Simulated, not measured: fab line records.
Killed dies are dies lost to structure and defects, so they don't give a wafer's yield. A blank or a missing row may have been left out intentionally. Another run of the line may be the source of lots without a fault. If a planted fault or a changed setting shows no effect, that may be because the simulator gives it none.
Which tool is to blame? + flow gf180mcu + 28 wafers from 10 lots sampled at 5 of the route's 602 steps

WHAT THE GAUGES SHOWED, per wafer
The record lacks any reading of a measuring or inspecting step that a usual standard deviation could be used to judge.

WHAT TOOL EACH LOT RAN ON (gives the tool, then ch and the chambers of the sampled wafers, and finally the start)
| lot  | GF_STI_ETCH_14                 | GF_STI_STRIP_15                    | GF_SAB_STRIP_13                     | GF_V1_ETCH_17                                | GF_V3_STRIP_18                      |
|------|--------------------------------|------------------------------------|-------------------------------------|----------------------------------------------|-------------------------------------|
| L740 | rieSi-02 ch 2,3, day 2 01:52   | plasmaAsher-01 ch 0,1, day 2 01:59 | plasmaAsher-04 ch 0,1, day 15 03:56 | rieDiel-02 ch 2,3, day 22 11:53 or earlier   | plasmaAsher-03 ch 0,1, day 22 11:53 |
| L741 | rieSi-01 ch 0,1,3, day 2 07:26 | plasmaAsher-04 ch 0,1, day 2 07:31 | plasmaAsher-01 ch 0,1, day 15 16:22 | rieDiel-04 ch 0,1,3, day 22 23:16 or earlier | plasmaAsher-03 ch 0,1, day 22 23:16 |
| L743 | rieSi-01 ch 0,3, day 2 17:29   | plasmaAsher-04 ch 0,1, day 2 17:34 | plasmaAsher-03 ch 0,1, day 16 12:16 | rieDiel-04 ch 0,1, day 23 21:58 or earlier   | plasmaAsher-04 ch 1, day 23 21:58   |
| L748 | rieSi-02 ch 1, day 3 19:29     | plasmaAsher-04 ch 0,1, day 3 19:36 | plasmaAsher-04 ch 0,1, day 18 07:30 | rieDiel-04 ch 0,3, day 25 14:21 or earlier   | plasmaAsher-03 ch 0,1, day 25 14:21 |
| L749 | rieSi-02 ch 2, day 4 02:11     | plasmaAsher-03 ch 0,1, day 4 02:16 | plasmaAsher-04 ch 0,1, day 19 00:03 | rieDiel-01 ch 1,3, day 26 05:13 or earlier   | plasmaAsher-02 ch 0, day 26 05:13   |
| L752 | rieSi-01 ch 0,2,3, day 4 14:53 | plasmaAsher-03 ch 1, day 4 14:58   | plasmaAsher-03 ch 0,1, day 19 16:46 | rieDiel-02 ch 0,1, day 26 20:52 or earlier   | plasmaAsher-03 ch 0, day 26 20:52   |
| L753 | rieSi-01 ch 0,1,2, day 4 21:23 | plasmaAsher-01 ch 0,1, day 4 21:28 | plasmaAsher-03 ch 0,1, day 20 01:42 | rieDiel-04 ch 0,1,3, day 27 01:47 or earlier | plasmaAsher-03 ch 0,1, day 27 01:47 |
| L754 | rieSi-01 ch 0,3, day 5 01:18   | plasmaAsher-03 ch 0,1, day 5 01:23 | plasmaAsher-03 ch 0,1, day 20 14:23 | rieDiel-04 ch 0,1,3, day 27 12:04 or earlier | plasmaAsher-02 ch 0,1, day 27 12:04 |
| L760 | rieSi-01 ch 0,1,3, day 6 08:56 | plasmaAsher-01 ch 0, day 6 09:01   | plasmaAsher-03 ch 0,1, day 22 13:33 | rieDiel-04 ch 1,3, day 29 02:29 or earlier   | plasmaAsher-02 ch 0,1, day 29 02:29 |
| L763 | rieSi-02 ch 0,1,3, day 6 23:54 | plasmaAsher-04 ch 0,1, day 6 23:59 | plasmaAsher-04 ch 0, day 23 09:35   | rieDiel-01 ch 0,2,3, day 29 19:40 or earlier | plasmaAsher-04 ch 0,1, day 29 19:40 |
- GF_STI_ETCH_14: etches Si in HBr/Cl2/O2, target depth 360 nm, time 102.9 s.
- GF_STI_STRIP_15: strips in O2/N2.
- GF_SAB_STRIP_13: strips in O2/N2.
- GF_V1_ETCH_17: etches SiO2 in C4F8/O2/Ar, stops on TiN, target depth 630 nm.
- GF_V3_STRIP_18: strips in O2/N2.

WHAT THE TOOLS THEMSELVES READ (means of the sampled wafers that have a number; where no wafer has one, the mark that the record gives instead)
GF_STI_ETCH_14. Usual: drypumpMotorCurrentA 5.9 A, standard deviation 0.36; oesProductAu 1.006 a.u., standard deviation 0.01; throttleValvePct 25.653 %, standard deviation 0.011.
| lot  | tool     | drypumpMotorCurrentA (A) | oesProductAu (a.u.) | throttleValvePct (%) | flag |
|------|----------|--------------------------|---------------------|----------------------|------|
| L740 | rieSi-02 | 6.1                      | 0.998               | 25.661               |      |
| L741 | rieSi-01 | 5.8                      | 1.011               | 25.633               |      |
| L743 | rieSi-01 | 6.1                      | 1.013               | 25.641               |      |
| L748 | rieSi-02 | 5.5                      | 0.905               | 25.734               | OFF  |
| L749 | rieSi-02 | 5.9                      | 0.897               | 25.721               | OFF  |
| L752 | rieSi-01 | 5.8                      | 1.004               | 25.661               |      |
| L753 | rieSi-01 | 5.6                      | 1.004               | 25.654               |      |
| L754 | rieSi-01 | 5.8                      | 1.008               | 25.654               |      |
| L760 | rieSi-01 | 5.9                      | 1.013               | 25.657               |      |
| L763 | rieSi-02 | 5.9                      | 1.008               | 25.647               |      |

GF_STI_STRIP_15. Usual: drypumpMotorCurrentA 5.73 A, standard deviation 0.23; heaterPowerW 327 W, standard deviation 34; o2FlowSccm 2999 sccm, standard deviation 8.3; oesProductAu 0.383 a.u., standard deviation 0.0043; platenTempC 250.04 C, standard deviation 0.17; stripTimeToEndpointS 3.70 s, standard deviation 0.048.
| lot  | tool           | drypumpMotorCurrentA (A) | heaterPowerW (W) | o2FlowSccm (sccm) | oesProductAu (a.u.) | platenTempC (C) | stripTimeToEndpointS (s) | flag |
|------|----------------|--------------------------|------------------|-------------------|---------------------|-----------------|--------------------------|------|
| L740 | plasmaAsher-01 | 5.60                     | 307              | 3005              | 0.381               | 250.00          | 3.72                     |      |
| L741 | plasmaAsher-04 | 5.66                     | 310              | 2998              | 0.385               | 250.28          | 3.68                     |      |
| L743 | plasmaAsher-04 | 5.64                     | 315              | 3004              | 0.384               | 250.25          | 3.70                     |      |
| L748 | plasmaAsher-04 | 5.64                     | 315              | 2996              | 0.390               | 249.84          | 3.88                     | OFF  |
| L749 | plasmaAsher-03 | 5.83                     | 338              | 2996              | 0.389               | 250.03          | 3.86                     | OFF  |
| L752 | plasmaAsher-03 | 5.79                     | 366              | 2987              | 0.382               | 250.07          | 3.71                     |      |
| L753 | plasmaAsher-01 | 5.59                     | 309              | 2997              | 0.383               | 249.99          | 3.70                     |      |
| L754 | plasmaAsher-03 | 5.82                     | 352              | 2995              | 0.387               | 249.94          | 3.77                     |      |
| L760 | plasmaAsher-01 | 6.19                     | 381              | 3001              | 0.382               | 250.02          | 3.69                     |      |
| L763 | plasmaAsher-04 | 5.64                     | 310              | 2992              | 0.386               | 250.03          | 3.69                     |      |

GF_SAB_STRIP_13. Usual: drypumpMotorCurrentA 5.72 A, standard deviation 0.22; heaterPowerW 327 W, standard deviation 34; o2FlowSccm 3000 sccm, standard deviation 9.3; oesProductAu 0.710 a.u., standard deviation 0.0043; platenTempC 249.99 C, standard deviation 0.19; stripTimeToEndpointS 12.60 s, standard deviation 0.04.
| lot  | tool           | drypumpMotorCurrentA (A) | heaterPowerW (W) | o2FlowSccm (sccm) | oesProductAu (a.u.) | platenTempC (C) | stripTimeToEndpointS (s) | flag |
|------|----------------|--------------------------|------------------|-------------------|---------------------|-----------------|--------------------------|------|
| L740 | plasmaAsher-04 | 5.66                     | 310              | 3001              | 0.711               | 250.06          | 12.58                    |      |
| L741 | plasmaAsher-01 | 5.90                     | 341              | 2998              | 0.710               | 249.97          | 12.54                    |      |
| L743 | plasmaAsher-03 | 5.82                     | 358              | 2998              | 0.710               | 250.07          | 12.60                    |      |
| L748 | plasmaAsher-04 | 5.62                     | 318              | 2996              | 0.708               | 249.96          | 12.58                    |      |
| L749 | plasmaAsher-04 | 5.65                     | 314              | 3002              | 0.714               | 249.96          | 12.61                    |      |
| L752 | plasmaAsher-03 | 5.81                     | 359              | 2999              | 0.710               | 249.75          | 12.59                    |      |
| L753 | plasmaAsher-03 | 5.85                     | 340              | 2988              | 0.710               | 250.03          | 12.63                    |      |
| L754 | plasmaAsher-03 | 5.81                     | 358              | 2996              | 0.711               | 249.74          | 12.64                    |      |
| L760 | plasmaAsher-03 | 5.84                     | 338              | 2995              | 0.701               | 250.10          | 12.63                    |      |
| L763 | plasmaAsher-04 | 5.67                     | 325              | 2990              | 0.710               | 250.04          | 12.64                    |      |

GF_V1_ETCH_17. Usual: oesProductAu reads 0.855 a.u. (standard deviation 0.0049).
| lot  | tool       | oesProductAu (a.u.) | flag |
|------|------------|---------------------|------|
| L740 | rieDiel-02 | 0.856               |      |
| L741 | rieDiel-04 | 0.854               |      |
| L743 | rieDiel-04 | 0.861               |      |
| L748 | rieDiel-04 | 0.852               |      |
| L749 | rieDiel-01 | 0.851               |      |
| L752 | rieDiel-02 | 0.858               |      |
| L753 | rieDiel-04 | 0.856               |      |
| L754 | rieDiel-04 | 0.859               |      |
| L760 | rieDiel-04 | 0.853               |      |
| L763 | rieDiel-01 | 0.857               |      |

GF_V3_STRIP_18. Usual: drypumpMotorCurrentA 5.66 A, standard deviation 0.29; heaterPowerW 353 W, standard deviation 32; o2FlowSccm 2999 sccm, standard deviation 7.8; oesProductAu 0.592 a.u., standard deviation 0.0051; platenTempC 250.02 C, standard deviation 0.18.
| lot  | tool           | drypumpMotorCurrentA (A) | heaterPowerW (W) | o2FlowSccm (sccm) | oesProductAu (a.u.) | platenTempC (C) | flag |
|------|----------------|--------------------------|------------------|-------------------|---------------------|-----------------|------|
| L740 | plasmaAsher-03 | 5.82                     | 360              | 3001              | 0.586               | 249.92          |      |
| L741 | plasmaAsher-03 | 5.84                     | 343              | 2997              | 0.594               | 250.04          |      |
| L743 | plasmaAsher-04 | 5.66                     | 304              | 2986              | 0.591               | 249.97          |      |
| L748 | plasmaAsher-03 | 5.83                     | 349              | 2994              | 0.598               | 250.30          |      |
| L749 | plasmaAsher-02 | 5.00                     | 376              | 2986              | 0.588               | 249.78          |      |
| L752 | plasmaAsher-03 | 5.87                     | 324              | 2989              | 0.587               | 249.97          |      |
| L753 | plasmaAsher-03 | 5.84                     | 339              | 2995              | 0.590               | 250.07          |      |
| L754 | plasmaAsher-02 | 5.53                     | 393              | 2999              | 0.593               | 250.04          |      |
| L760 | plasmaAsher-02 | 5.53                     | 388              | 3001              | 0.587               | 249.76          |      |
| L763 | plasmaAsher-04 | 5.64                     | 309              | 2988              | 0.592               | 250.11          |      |

THE ANSWER, worked out from the rows above alone
Rule: lot off if the mean of its wafers having a number is beyond 3 standard deviations from the usual mean. Also off: a lot with no number at a reading for which 4 or more lots have one. The other lots that the step has rows for count as sound. First the gauges in route order, then the tools' own readings, where a lot's mean is used as printed above. At the first step where some lot is off, the reading lying furthest off is the one used; lots without a number count as furthest.
Off: L748, L749 (GF_STI_ETCH_14, oesProductAu).
A tool fits if, at that step or a process step before it, it ran every lot that is off, and no sound lot after the first of them. Of those tried, none fits.

WHAT WAS PUT IN BY THE SIMULATOR
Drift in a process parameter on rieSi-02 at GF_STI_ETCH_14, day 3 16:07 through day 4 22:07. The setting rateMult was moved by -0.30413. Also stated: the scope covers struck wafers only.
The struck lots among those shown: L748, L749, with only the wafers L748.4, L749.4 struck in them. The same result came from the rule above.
